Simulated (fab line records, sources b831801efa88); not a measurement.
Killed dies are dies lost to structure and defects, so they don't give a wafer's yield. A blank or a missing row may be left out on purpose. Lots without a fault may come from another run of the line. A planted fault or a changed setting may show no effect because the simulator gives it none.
fab line records | flow sky130
record lots=14 wafers=42 last_day=50
route steps=708 shown CONTACT@430 PAD_OPEN@708
lots that met no fault: from a run of the same line without faults
start_h: hours from the record's first day to the start of the lot's first wafer shown | wait_h: hours since the lot's step before | " the same as in the row above | L1.1+2: a row that stands for several wafers | - no value, or no start given | * or withheld: withheld | < > ~ a bound
route shown NAME@n: a module of which the file shows steps, and the number in the route of the first | usual: mean/standard deviation of fault-free wafers | same: alike in all rows | chamber/n: place in a boat | sites: the reading at each site | _std_site: their standard deviation | _edge_site: outer sites' mean less inner sites' | radius_mm: how far each site lies from the wafer's centre | mask NAME#n: copy n | behind: the tool/chamber that last shaped the wafer | hold: why the lot was held/for how many hours/how that ended | device: the transistor (n, p or np) that didn't switch | end of line: the same wafers' tests at the end of the route | a step without rows: its recipe alone | killed: dies lost to structure and defects at the first sort, not the wafer's yield | map: a wafer's dies, x killed, . not, _ none there
set.NAME: the setting as run; set.NAME@STEP: as run at that earlier step | model.NAME: the simulator's own value behind a step, which no gauge read
steps of the route over a sample of lots; a table a step, a row a wafer
services: from which hour (start_h, from the record's first day; less than 0 if before it) a tool's chamber was out of use, for how many hours, and why
## steps
# step SKY_CONTACT_CVD_24
# recipe material=W target_thk_nm=340 time_s=102.12 temp_c=400 pressure_torr=40
# usual heater_power_w=904/99
# columns lot.wafer tool chamber start_h wait_h heater_power_w since_wet_clean_h
L944.1 cvd_w-01 0 726.10 0.0 840 322
L944.4 " 0 " " 872 -
L944.6 " 0 " " 850 -
L945.1 cvd_w-02 0 728.86 0.0 739 825
L945.2 " 1 " " 1013 825
L945.5 " 0 " " 745 -
L946.2 cvd_w-01 1 748.12 0.0 995 344
L946.4 " 0 " " 861 -
L946.5 " 1 " " 996 -
L948.1 cvd_w-01 1 762.86 0.0 988 359
L948.3 " 0 " " 876 -
L948.5 " 1 " " 982 -
L951.3 cvd_w-01 1 787.25 0.1 995 -
L951.4 " 0 " " 859 -
L951.5 " 1 " " 970 -
L952.1 cvd_w-01 0 788.16 0.0 863 384
L952.2 " 1 " " 973 384
L952.4 " 0 " " 871 -
L955.1 cvd_w-01 0 820.61 0.0 850 417
L955.5 " 1 " " 1022 -
L955.6 " 0 " " 881 -
L957.1 cvd_w-01 1 828.73 0.0 1004 425
L957.2 " 0 " " 871 425
L957.3 " 1 " " 1010 -
L956.2 cvd_w-02 0 835.80 0.0 750 932
L956.3 " 0 " " 768 -
L956.4 " 1 " " 986 -
L963.1 cvd_w-01 0 902.73 0.0 885 499
L963.4 " 1 " " 1018 -
L963.6 " 0 " " 851 -
L965.3 cvd_w-01 1 903.07 0.1 1003 -
L965.4 " 0 " " 870 -
L965.5 " 1 " " 978 -
L964.2 cvd_w-01 1 904.11 0.0 984 500
L964.5 " 0 " " 862 -
L964.6 " 1 " " 997 -
L967.1 cvd_w-01 1 905.32 0.0 985 501
L967.3 " 0 " " 862 -
L967.6 " 1 " " 977 -
L966.1 cvd_w-01 1 908.41 0.0 964 504
L966.2 " 0 " " 870 504
L966.3 " 1 " " 987 -
# step SKY_PAD_OPEN_PROBE_99
# usual killed_at_M0_to_M3=43/6.2 killed_at_M4_up=2.8/1.7 killed_at_contacts=24/4.8 killed_at_front_end=15/4.3 killed_at_other=0.3/0.55 killed_dies=85/8.4 killed_open=46/6.7 killed_short=38/6.2
# same gross_dies=492 killed_at_back_side=0
# columns lot.wafer tool chamber start_h wait_h killed_at_M0_to_M3 killed_at_M4_up killed_at_contacts killed_at_front_end killed_at_other killed_dies killed_open killed_short
L955.1 prober-02 - 1140.96 0.1 47 2 61 19 0 129 49 37
L955.5 prober-02 - 1141.16 0.2 42 4 72 16 0 134 45 36
L955.6 prober-02 - 1141.21 0.2 49 2 76 17 0 144 41 49
L957.1 prober-01 - 1145.28 0.1 32 1 76 22 0 131 41 35
L957.2 prober-01 - 1145.33 0.1 47 3 75 14 0 139 53 33
L957.3 prober-01 - 1145.38 0.2 42 0 73 6 0 121 43 25
# killed by level:class
L955.1 CONTACT:unspecified=43 CONTACT:geometric_particle:open=9 METAL1:geometric_particle:short=9 VIA1:geometric_particle:open=7 METAL2:geometric_particle:open=6 VIA2:geometric_particle:open=6 METAL2:geometric_particle:short=5 FIELD_ISO:geometric_particle:open=4
L955.5 CONTACT:unspecified=53 VIA1:geometric_particle:open=14 LI_CONTACT:geometric_particle:open=7 CONTACT:geometric_particle:open=6 VIA1:geometric_particle:short=5 METAL2:geometric_particle:short=5 METAL1:geometric_particle:short=4 FIELD_ISO:geometric_particle:open=3
L955.6 CONTACT:unspecified=54 METAL1:geometric_particle:short=9 CONTACT:geometric_particle:open=9 METAL2:geometric_particle:short=7 LI_CONTACT:geometric_particle:open=6 VIA2:geometric_particle:open=6 POLY_GATE:geometric_particle:short=5 CONTACT:geometric_particle:short=5
L957.1 CONTACT:unspecified=55 VIA1:geometric_particle:open=10 FIELD_ISO:geometric_particle:open=9 CONTACT:geometric_particle:open=7 FIELD_ISO:geometric_particle:short=6 LI_CONTACT:geometric_particle:open=4 LOCAL_INTERCONNECT:geometric_particle:short=4 CONTACT:geometric_particle:short=4
L957.2 CONTACT:unspecified=52 VIA1:geometric_particle:open=15 CONTACT:geometric_particle:open=9 METAL2:geometric_particle:short=7 VIA2:geometric_particle:open=7 FIELD_ISO:geometric_particle:open=5 VIA3:geometric_particle:open=5 POLY_GATE:geometric_particle:open=4
L957.3 CONTACT:unspecified=53 LI_CONTACT:geometric_particle:open=11 VIA1:geometric_particle:open=11 VIA3:geometric_particle:open=6 VIA1:geometric_particle:short=5 METAL1:geometric_particle:short=5 CONTACT:geometric_particle:open=4 METAL2:geometric_particle:short=4
## services
# columns tool chamber start_h hours kind
cvd_w-02 - 728.53 0.3 repair
cvd_w-02 - 810.86 0.5 repair
cvd_w-01 - 845.12 2.8 pm
cvd_w-02 - 904.00 14.0 pm
cvd_w-02 0 904.00 14.0 vent_cycle
cvd_w-02 1 904.00 14.0 vent_cycle
## key
first_sign step=SKY_PAD_OPEN_PROBE_99 reading=killed_at_contacts direction=up sigmas=10 usual=24 struck=72
effect step=SKY_PAD_OPEN_PROBE_99 reading=killed_dies direction=up sigmas=5.8 usual=85 struck=133
met_at SKY_CONTACT_CVD_24
struck_lots L955,L957
tester_left_out L955,L957
onset_between 788.16 820.61
fault kind=chamber_particle_source tool=cvd_w-01 chamber=- onset_h=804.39 steps=SKY_CONTACT_CVD_24 rate_per_visit_cm2=0.73951 end_h=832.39
# tester_left_out: of these lots the tester's yield and bins aren't shown, on N5 and GAA mostly nor the transistor test; their killed dies are dies lost to structure and defects alone, not to doping, threshold or leakage, so they don't give the yield
